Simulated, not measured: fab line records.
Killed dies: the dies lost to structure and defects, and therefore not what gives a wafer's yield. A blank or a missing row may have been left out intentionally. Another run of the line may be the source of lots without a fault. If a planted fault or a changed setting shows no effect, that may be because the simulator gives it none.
Which of the tools did it? / flow gf180mcu / Sampling: 12 lots, 36 wafers, 5 of 602 route steps

== WHAT EACH GAUGE READ, for each wafer ==
GF_M2_RS_MEAS_05: measurement is done with a four-point probe.
lot=L698; measured=day 18 11:43; on=filmMetro-01; M2_ALCU_RS (ohm/sq)=0.0699 0.0709 0.0710
lot=L699; measured=day 18 15:41; on=filmMetro-01; M2_ALCU_RS (ohm/sq)=0.0690 0.0695 0.0702
lot=L701; measured=day 19 01:47; on=filmMetro-04; M2_ALCU_RS (ohm/sq)=7.1166 7.0922 7.0864 7.1113 7.0737 7.0806
lot=L702; measured=day 20 03:20; on=filmMetro-04; M2_ALCU_RS (ohm/sq)=7.2565 7.2261 7.2591 7.2394 7.2227 7.2579
lot=L703; measured=day 20 09:23; on=filmMetro-01; M2_ALCU_RS (ohm/sq)=7.1837 7.2220 7.1719 7.1645 7.2012 7.1711
lot=L704; measured=day 20 19:36; on=filmMetro-03; M2_ALCU_RS (ohm/sq)=0.0698 0.0701 0.0686
lot=L706; measured=day 21 20:20; on=filmMetro-03; M2_ALCU_RS (ohm/sq)=0.0689 0.0698 0.0693
lot=L717; measured=day 24 16:57; on=filmMetro-01; M2_ALCU_RS (ohm/sq)=0.0684 0.0687 0.0683
lot=L718; measured=day 25 05:46; on=filmMetro-04; M2_ALCU_RS (ohm/sq)=0.0684 0.0692 0.0703
lot=L719; measured=day 25 14:29; on=filmMetro-01; M2_ALCU_RS (ohm/sq)=0.0702 0.0687 0.0691
lot=L720; measured=day 25 19:01; on=filmMetro-03; M2_ALCU_RS (ohm/sq)=0.0708 0.0705 0.0706
lot=L721; measured=day 26 01:53; on=filmMetro-03; M2_ALCU_RS (ohm/sq)=0.0691 0.0698 0.0697

== WHAT TOOL EACH LOT RAN ON (gives the tool, then ch and the chambers of the sampled wafers, and finally the start) ==
lot=L698; GF_M1_METAL_ETCH_16=rieMetal-03 ch 0,1, day 17 10:05; GF_M1_STRIP_17=plasmaAsher-04 ch 0,1, day 17 10:12; GF_V1_SPUTTER_21=pvdSputter-01, day 18 10:46; GF_M2_SPUTTER_02=pvdSputter-03, day 18 11:35
lot=L699; GF_M1_METAL_ETCH_16=rieMetal-01 ch 0,1, day 17 13:07; GF_M1_STRIP_17=plasmaAsher-02 ch 0,1, day 17 13:13; GF_V1_SPUTTER_21=pvdSputter-01, day 18 14:39; GF_M2_SPUTTER_02=pvdSputter-01, day 18 15:32
lot=L701; GF_M1_METAL_ETCH_16=rieMetal-01 ch 0,1, day 17 22:55; GF_M1_STRIP_17=plasmaAsher-03 ch 0,1, day 17 23:02; GF_V1_SPUTTER_21=pvdSputter-03, day 19 00:53; GF_M2_SPUTTER_02=pvdSputter-01, day 19 01:42
lot=L702; GF_M1_METAL_ETCH_16=rieMetal-02 ch 0,1, day 19 00:34; GF_M1_STRIP_17=plasmaAsher-04 ch 0,1, day 19 00:40; GF_V1_SPUTTER_21=pvdSputter-03, day 20 02:17; GF_M2_SPUTTER_02=pvdSputter-02, day 20 03:14
lot=L703; GF_M1_METAL_ETCH_16=rieMetal-03 ch 0,1, day 19 06:52; GF_M1_STRIP_17=plasmaAsher-04 ch 0,1, day 19 06:58; GF_V1_SPUTTER_21=pvdSputter-01, day 20 08:22; GF_M2_SPUTTER_02=pvdSputter-02, day 20 09:18
lot=L704; GF_M1_METAL_ETCH_16=rieMetal-03 ch 0,1, day 19 16:40; GF_M1_STRIP_17=plasmaAsher-02 ch 0,1, day 19 16:47; GF_V1_SPUTTER_21=pvdSputter-04, day 20 18:35; GF_M2_SPUTTER_02=pvdSputter-01, day 20 19:31
lot=L706; GF_M1_METAL_ETCH_16=rieMetal-02 ch 0,1, day 20 16:46; GF_M1_STRIP_17=plasmaAsher-02 ch 0,1, day 20 16:53; GF_V1_SPUTTER_21=pvdSputter-01, day 21 19:17; GF_M2_SPUTTER_02=pvdSputter-02, day 21 20:14
lot=L717; GF_M1_METAL_ETCH_16=rieMetal-03 ch 0,1, day 23 16:15; GF_M1_STRIP_17=plasmaAsher-02 ch 0,1, day 23 16:22; GF_V1_SPUTTER_21=pvdSputter-04, day 24 16:02; GF_M2_SPUTTER_02=pvdSputter-01, day 24 16:52
lot=L718; GF_M1_METAL_ETCH_16=rieMetal-03 ch 0,1, day 24 04:50; GF_M1_STRIP_17=plasmaAsher-04 ch 0,1, day 24 04:57; GF_V1_SPUTTER_21=pvdSputter-03, day 25 04:47; GF_M2_SPUTTER_02=pvdSputter-02, day 25 05:37
lot=L719; GF_M1_METAL_ETCH_16=rieMetal-01 ch 0,1, day 24 13:52; GF_M1_STRIP_17=plasmaAsher-02 ch 0,1, day 24 13:58; GF_V1_SPUTTER_21=pvdSputter-04, day 25 13:34; GF_M2_SPUTTER_02=pvdSputter-01, day 25 14:23
lot=L720; GF_M1_METAL_ETCH_16=rieMetal-01 ch 0,1, day 24 18:30; GF_M1_STRIP_17=plasmaAsher-03 ch 0,1, day 24 18:37; GF_V1_SPUTTER_21=pvdSputter-04, day 25 18:04; GF_M2_SPUTTER_02=pvdSputter-03, day 25 18:53
lot=L721; GF_M1_METAL_ETCH_16=rieMetal-03 ch 1, day 25 02:03; GF_M1_STRIP_17=plasmaAsher-04 ch 0,1, day 25 02:10; GF_V1_SPUTTER_21=pvdSputter-04, day 26 00:56; GF_M2_SPUTTER_02=pvdSputter-03, day 26 01:46
- GF_M1_METAL_ETCH_16: etches the open film in Cl2/BCl3, stops on SiO2, target depth 627.5 nm, time 104.6 s.
- GF_M1_STRIP_17: strips in O2/N2.
- GF_V1_SPUTTER_21: material Ti, target thk 15 nm, time 80.02 s.
- GF_M2_SPUTTER_02: material AlCu, target thk 450 nm, time 23.9 s.

== WHAT THE TOOLS THEMSELVES READ (means of the sampled wafers that have a number; where no wafer has one, the mark that the record gives instead) ==
GF_M1_METAL_ETCH_16.
lot=L698; tool=rieMetal-03; drypumpMotorCurrentA (A)=5.7; oesProductAu (a.u.)=0.973; throttleValvePct (%)=28.248
lot=L699; tool=rieMetal-01; drypumpMotorCurrentA (A)=6.2; oesProductAu (a.u.)=0.969; throttleValvePct (%)=28.251
lot=L701; tool=rieMetal-01; drypumpMotorCurrentA (A)=6.2; oesProductAu (a.u.)=0.966; throttleValvePct (%)=28.256
lot=L702; tool=rieMetal-02; drypumpMotorCurrentA (A)=5.9; oesProductAu (a.u.)=0.968; throttleValvePct (%)=28.259
lot=L703; tool=rieMetal-03; drypumpMotorCurrentA (A)=5.7; oesProductAu (a.u.)=0.973; throttleValvePct (%)=28.257
lot=L704; tool=rieMetal-03; drypumpMotorCurrentA (A)=5.4; oesProductAu (a.u.)=0.963; throttleValvePct (%)=28.261
lot=L706; tool=rieMetal-02; drypumpMotorCurrentA (A)=5.9; oesProductAu (a.u.)=0.973; throttleValvePct (%)=28.247
lot=L717; tool=rieMetal-03; drypumpMotorCurrentA (A)=5.7; oesProductAu (a.u.)=0.977; throttleValvePct (%)=28.245
lot=L718; tool=rieMetal-03; drypumpMotorCurrentA (A)=5.4; oesProductAu (a.u.)=0.970; throttleValvePct (%)=28.253
lot=L719; tool=rieMetal-01; drypumpMotorCurrentA (A)=6.2; oesProductAu (a.u.)=0.971; throttleValvePct (%)=28.259
lot=L720; tool=rieMetal-01; drypumpMotorCurrentA (A)=6.3; oesProductAu (a.u.)=0.979; throttleValvePct (%)=28.240
lot=L721; tool=rieMetal-03; drypumpMotorCurrentA (A)=5.2; oesProductAu (a.u.)=0.966; throttleValvePct (%)=28.254

GF_M1_STRIP_17.
lot=L698; tool=plasmaAsher-04; drypumpMotorCurrentA (A)=5.8; heaterPowerW (W)=329; oesProductAu (a.u.)=0.562; platenTempC (C)=250.00; stripTimeToEndpointS (s)=7.92
lot=L699; tool=plasmaAsher-02; drypumpMotorCurrentA (A)=5.9; heaterPowerW (W)=359; oesProductAu (a.u.)=0.561; platenTempC (C)=249.92; stripTimeToEndpointS (s)=7.97
lot=L701; tool=plasmaAsher-03; drypumpMotorCurrentA (A)=6.0; heaterPowerW (W)=257; oesProductAu (a.u.)=0.564; platenTempC (C)=249.79; stripTimeToEndpointS (s)=7.94
lot=L702; tool=plasmaAsher-04; drypumpMotorCurrentA (A)=5.6; heaterPowerW (W)=335; oesProductAu (a.u.)=0.558; platenTempC (C)=250.10; stripTimeToEndpointS (s)=7.82
lot=L703; tool=plasmaAsher-04; drypumpMotorCurrentA (A)=5.8; heaterPowerW (W)=323; oesProductAu (a.u.)=0.557; platenTempC (C)=250.20; stripTimeToEndpointS (s)=7.87
lot=L704; tool=plasmaAsher-02; drypumpMotorCurrentA (A)=5.9; heaterPowerW (W)=354; oesProductAu (a.u.)=0.561; platenTempC (C)=249.84; stripTimeToEndpointS (s)=7.90
lot=L706; tool=plasmaAsher-02; drypumpMotorCurrentA (A)=5.9; heaterPowerW (W)=356; oesProductAu (a.u.)=0.560; platenTempC (C)=250.21; stripTimeToEndpointS (s)=7.94
lot=L717; tool=plasmaAsher-02; drypumpMotorCurrentA (A)=5.7; heaterPowerW (W)=350; oesProductAu (a.u.)=0.556; platenTempC (C)=250.05; stripTimeToEndpointS (s)=7.90
lot=L718; tool=plasmaAsher-04; drypumpMotorCurrentA (A)=5.6; heaterPowerW (W)=343; oesProductAu (a.u.)=0.553; platenTempC (C)=250.13; stripTimeToEndpointS (s)=7.80
lot=L719; tool=plasmaAsher-02; drypumpMotorCurrentA (A)=5.9; heaterPowerW (W)=358; oesProductAu (a.u.)=0.559; platenTempC (C)=249.99; stripTimeToEndpointS (s)=7.85
lot=L720; tool=plasmaAsher-03; drypumpMotorCurrentA (A)=5.6; heaterPowerW (W)=261; oesProductAu (a.u.)=0.561; platenTempC (C)=249.97; stripTimeToEndpointS (s)=7.91
lot=L721; tool=plasmaAsher-04; drypumpMotorCurrentA (A)=5.6; heaterPowerW (W)=340; oesProductAu (a.u.)=0.556; platenTempC (C)=250.15; stripTimeToEndpointS (s)=7.90

GF_V1_SPUTTER_21.
lot=L698; tool=pvdSputter-01; cathodeDcPowerW (W)=2499.4; chamberPressurePa (Pa)=5.007; throttleValvePct (%)=31.0
lot=L699; tool=pvdSputter-01; cathodeDcPowerW (W)=2499.7; chamberPressurePa (Pa)=4.998; throttleValvePct (%)=29.7
lot=L701; tool=pvdSputter-03; cathodeDcPowerW (W)=2500.4; chamberPressurePa (Pa)=5.005; throttleValvePct (%)=30.2
lot=L702; tool=pvdSputter-03; cathodeDcPowerW (W)=2500.3; chamberPressurePa (Pa)=4.996; throttleValvePct (%)=30.5
lot=L703; tool=pvdSputter-01; cathodeDcPowerW (W)=2500.0; chamberPressurePa (Pa)=5.006; throttleValvePct (%)=29.6
lot=L704; tool=pvdSputter-04; cathodeDcPowerW (W)=2500.0; chamberPressurePa (Pa)=4.998; throttleValvePct (%)=29.4
lot=L706; tool=pvdSputter-01; cathodeDcPowerW (W)=2499.9; chamberPressurePa (Pa)=5.003; throttleValvePct (%)=29.8
lot=L717; tool=pvdSputter-04; cathodeDcPowerW (W)=2499.8; chamberPressurePa (Pa)=5.005; throttleValvePct (%)=29.9
lot=L718; tool=pvdSputter-03; cathodeDcPowerW (W)=2500.1; chamberPressurePa (Pa)=4.999; throttleValvePct (%)=31.3
lot=L719; tool=pvdSputter-04; cathodeDcPowerW (W)=2500.0; chamberPressurePa (Pa)=4.994; throttleValvePct (%)=30.1
lot=L720; tool=pvdSputter-04; cathodeDcPowerW (W)=2500.4; chamberPressurePa (Pa)=4.996; throttleValvePct (%)=30.0
lot=L721; tool=pvdSputter-04; cathodeDcPowerW (W)=2500.0; chamberPressurePa (Pa)=5.000; throttleValvePct (%)=29.9

GF_M2_SPUTTER_02.
lot=L698; tool=pvdSputter-03; cathodeDcPowerW (W)=10602; chamberPressurePa (Pa)=0.3998; throttleValvePct (%)=29.5
lot=L699; tool=pvdSputter-01; cathodeDcPowerW (W)=10601; chamberPressurePa (Pa)=0.3997; throttleValvePct (%)=29.6
lot=L701; tool=pvdSputter-01; cathodeDcPowerW (W)=-; chamberPressurePa (Pa)=-; throttleValvePct (%)=-
lot=L702; tool=pvdSputter-02; cathodeDcPowerW (W)=-; chamberPressurePa (Pa)=-; throttleValvePct (%)=-
lot=L703; tool=pvdSputter-02; cathodeDcPowerW (W)=-; chamberPressurePa (Pa)=-; throttleValvePct (%)=-
lot=L704; tool=pvdSputter-01; cathodeDcPowerW (W)=10601; chamberPressurePa (Pa)=0.4003; throttleValvePct (%)=29.7
lot=L706; tool=pvdSputter-02; cathodeDcPowerW (W)=10600; chamberPressurePa (Pa)=0.4005; throttleValvePct (%)=29.0
lot=L717; tool=pvdSputter-01; cathodeDcPowerW (W)=10600; chamberPressurePa (Pa)=0.3994; throttleValvePct (%)=31.0
lot=L718; tool=pvdSputter-02; cathodeDcPowerW (W)=10602; chamberPressurePa (Pa)=0.4005; throttleValvePct (%)=29.0
lot=L719; tool=pvdSputter-01; cathodeDcPowerW (W)=10600; chamberPressurePa (Pa)=0.4001; throttleValvePct (%)=30.0
lot=L720; tool=pvdSputter-03; cathodeDcPowerW (W)=10599; chamberPressurePa (Pa)=0.4010; throttleValvePct (%)=30.9
lot=L721; tool=pvdSputter-03; cathodeDcPowerW (W)=10600; chamberPressurePa (Pa)=0.3994; throttleValvePct (%)=30.4

== THE ANSWER, worked out from the rows above alone ==
Rule: usual is defined by the lots themselves. Put in order of their means at a reading, lots are off if they are a third of the lots or fewer, leave a main group of 4 or more, and stand apart from it by a gap of 3 or more times the standard deviation of the main group's means; of several such gaps the widest counts. The tables above print the reading to a certain number of digits; a main group whose means all agree to those digits is not used. Also off: a lot with no number at a reading for which 4 or more lots have one. Any other lot the step has rows for is counted as sound. First the gauges in route order, then the tools' own readings, where a lot's mean is used as printed above. At the first step where some lot is off, the reading lying furthest off is the one used; lots without a number count as furthest.
Off: L701, L702, L703, at GF_M2_RS_MEAS_05 (M2_ALCU_RS). Mean 0.0696 ohm/sq and standard deviation 0.00063 in the main group.
If a tool, at a process step before that reading, ran all the lots that are off and no sound lot after the first of them, it fits. Not tried: the gauges at GF_M2_RS_MEAS_05; whatever is off there is also off at GF_M2_SPUTTER_02, on other tools, and gauge error can't account for it. No candidate that was tried fits.

== WHAT THE SIMULATOR HAD INSERTED ==
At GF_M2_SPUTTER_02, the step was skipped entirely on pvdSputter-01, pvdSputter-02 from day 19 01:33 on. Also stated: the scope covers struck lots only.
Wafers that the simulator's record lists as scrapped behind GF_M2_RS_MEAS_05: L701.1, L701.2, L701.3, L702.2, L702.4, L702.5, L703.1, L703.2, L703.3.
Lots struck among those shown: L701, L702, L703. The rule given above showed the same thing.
